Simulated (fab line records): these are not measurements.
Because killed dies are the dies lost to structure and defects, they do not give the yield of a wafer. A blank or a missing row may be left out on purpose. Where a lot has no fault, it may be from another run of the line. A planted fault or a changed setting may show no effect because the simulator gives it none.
Check for tools in common / flow gf180mcu / Sample size 11 lots and 33 wafers

== REASON IT WAS OPENED ==
At GF_PSD_RS_MEAS_14 the reading NSD_RS is flagged on 2 of 11 lots. Wafers without a fault read 46.14 ohm/sq, standard deviation 0.076.
Rule: a lot gets a flag if all its wafers with a number sit over 4 standard deviations from that mean, or if no wafer of it has a number. The rest of the lots are taken to be sound.

lot=L714; measured=day 14 13:59; on=filmMetro-03; NSD_RS (ohm/sq), wafer by wafer=46.19 46.17 46.17; flag=
lot=L716; measured=day 15 07:11; on=filmMetro-04; NSD_RS (ohm/sq), wafer by wafer=46.09 46.09 46.12; flag=
lot=L717; measured=day 15 21:11; on=filmMetro-01; NSD_RS (ohm/sq), wafer by wafer=46.04 45.98 46.04; flag=
lot=L718; measured=day 16 09:43; on=filmMetro-01; NSD_RS (ohm/sq), wafer by wafer=46.08 46.10 46.06; flag=
lot=L722; measured=day 17 17:34; on=filmMetro-01; NSD_RS (ohm/sq), wafer by wafer=49.10 49.22 49.33; flag=FLAGGED
lot=L721; measured=day 17 17:57; on=filmMetro-03; NSD_RS (ohm/sq), wafer by wafer=49.31 49.42 49.44; flag=FLAGGED
lot=L730; measured=day 19 20:21; on=filmMetro-01; NSD_RS (ohm/sq), wafer by wafer=46.26 46.18 46.22; flag=
lot=L732; measured=day 20 17:41; on=filmMetro-04; NSD_RS (ohm/sq), wafer by wafer=46.17 46.19 46.08; flag=
lot=L734; measured=day 21 05:34; on=filmMetro-03; NSD_RS (ohm/sq), wafer by wafer=46.08 46.12 46.05; flag=
lot=L735; measured=day 21 13:17; on=filmMetro-01; NSD_RS (ohm/sq), wafer by wafer=46.21 46.12 46.23; flag=
lot=L736; measured=day 21 22:49; on=filmMetro-03; NSD_RS (ohm/sq), wafer by wafer=46.20 46.13 46.13; flag=
The mean of the flagged lots' numbers is 49.30 ohm/sq, +3.16 ohm/sq from the usual (+42 standard deviations).

== TOOL THAT RAN EACH LOT ==
The record holds 2 process steps before the reading, out of a route of 602 steps. Each cell gives the tool, then ch followed by the chambers the sampled wafers passed through, then the start.
lot=L714; flag=; GF_NSD_IMPLANT_09=implanter-03 ch 0, day 13 16:43; GF_NSD_STRIP_11=plasmaAsher-01 ch 0,1, day 13 17:01
lot=L716; flag=; GF_NSD_IMPLANT_09=implanter-03 ch 0, day 14 10:38; GF_NSD_STRIP_11=plasmaAsher-03 ch 0,1, day 14 10:54
lot=L717; flag=; GF_NSD_IMPLANT_09=implanter-04 ch 0, day 14 23:27; GF_NSD_STRIP_11=plasmaAsher-01 ch 0,1, day 14 23:45
lot=L718; flag=; GF_NSD_IMPLANT_09=implanter-03 ch 0, day 15 11:18; GF_NSD_STRIP_11=plasmaAsher-01 ch 0,1, day 15 11:36
lot=L722; flag=FLAGGED; GF_NSD_IMPLANT_09=implanter-03 ch 0, day 16 17:33; GF_NSD_STRIP_11=plasmaAsher-01 ch 0,1, day 16 17:51
lot=L721; flag=FLAGGED; GF_NSD_IMPLANT_09=implanter-03 ch 0, day 16 17:53; GF_NSD_STRIP_11=plasmaAsher-04 ch 0,1, day 16 18:09
lot=L730; flag=; GF_NSD_IMPLANT_09=implanter-01 ch 0, day 18 19:20; GF_NSD_STRIP_11=plasmaAsher-03 ch 0,1, day 18 19:35
lot=L732; flag=; GF_NSD_IMPLANT_09=implanter-03 ch 0, day 19 16:53; GF_NSD_STRIP_11=plasmaAsher-03 ch 0,1, day 19 17:10
lot=L734; flag=; GF_NSD_IMPLANT_09=implanter-01 ch 0, day 20 05:08; GF_NSD_STRIP_11=plasmaAsher-01 ch 0,1, day 20 05:23
lot=L735; flag=; GF_NSD_IMPLANT_09=implanter-04 ch 0, day 20 13:31; GF_NSD_STRIP_11=plasmaAsher-04 ch 0,1, day 20 13:49
lot=L736; flag=; GF_NSD_IMPLANT_09=implanter-01 ch 0, day 20 22:46; GF_NSD_STRIP_11=plasmaAsher-04 ch 0,1, day 20 23:03
What the steps here do:
- GF_NSD_IMPLANT_09
- GF_NSD_STRIP_11: strips in O2/N2.
- GF_PSD_RS_MEAS_14: measures by four-point-probe.

== FLAGGED AGAINST TOTAL, ONE TOOL AT A TIME (gauges that did the reading follow at the end) ==
step=GF_NSD_IMPLANT_09; tool=implanter-01; lots run=3; flagged=0; share of the flagged lots=none; sound lots run after its first flagged lot=-
step=GF_NSD_IMPLANT_09; tool=implanter-03; lots run=6; flagged=2; share of the flagged lots=all; sound lots run after its first flagged lot=1 (L732)
step=GF_NSD_IMPLANT_09; tool=implanter-04; lots run=2; flagged=0; share of the flagged lots=none; sound lots run after its first flagged lot=-
step=GF_NSD_STRIP_11; tool=plasmaAsher-01; lots run=5; flagged=1; share of the flagged lots=some; sound lots run after its first flagged lot=1 (L734)
step=GF_NSD_STRIP_11; tool=plasmaAsher-03; lots run=3; flagged=0; share of the flagged lots=none; sound lots run after its first flagged lot=-
step=GF_NSD_STRIP_11; tool=plasmaAsher-04; lots run=3; flagged=1; share of the flagged lots=some; sound lots run after its first flagged lot=2 (L735,L736)
step=GF_PSD_RS_MEAS_14; tool=filmMetro-01; lots run=5; flagged=1; share of the flagged lots=some; sound lots run after its first flagged lot=2 (L730,L735)
step=GF_PSD_RS_MEAS_14; tool=filmMetro-03; lots run=4; flagged=1; share of the flagged lots=some; sound lots run after its first flagged lot=2 (L734,L736)
step=GF_PSD_RS_MEAS_14; tool=filmMetro-04; lots run=2; flagged=0; share of the flagged lots=none; sound lots run after its first flagged lot=-

== WHAT THE TABLE ALLOWS ==
1 row of the table ran every flagged lot: implanter-03 at GF_NSD_IMPLANT_09.
- implanter-03 at GF_NSD_IMPLANT_09: 2 of its 6 lots flagged. Sound lots ran on it after the first flagged one (L732), which a lasting fault on the whole tool wouldn't allow. Its own readings lie more than 4 standard deviations out on every wafer of the flagged lots: doseIonsCm2.
No row of the table ran every flagged lot and no sound lot after the first.

== WHAT THE SIMULATOR PUT IN ==
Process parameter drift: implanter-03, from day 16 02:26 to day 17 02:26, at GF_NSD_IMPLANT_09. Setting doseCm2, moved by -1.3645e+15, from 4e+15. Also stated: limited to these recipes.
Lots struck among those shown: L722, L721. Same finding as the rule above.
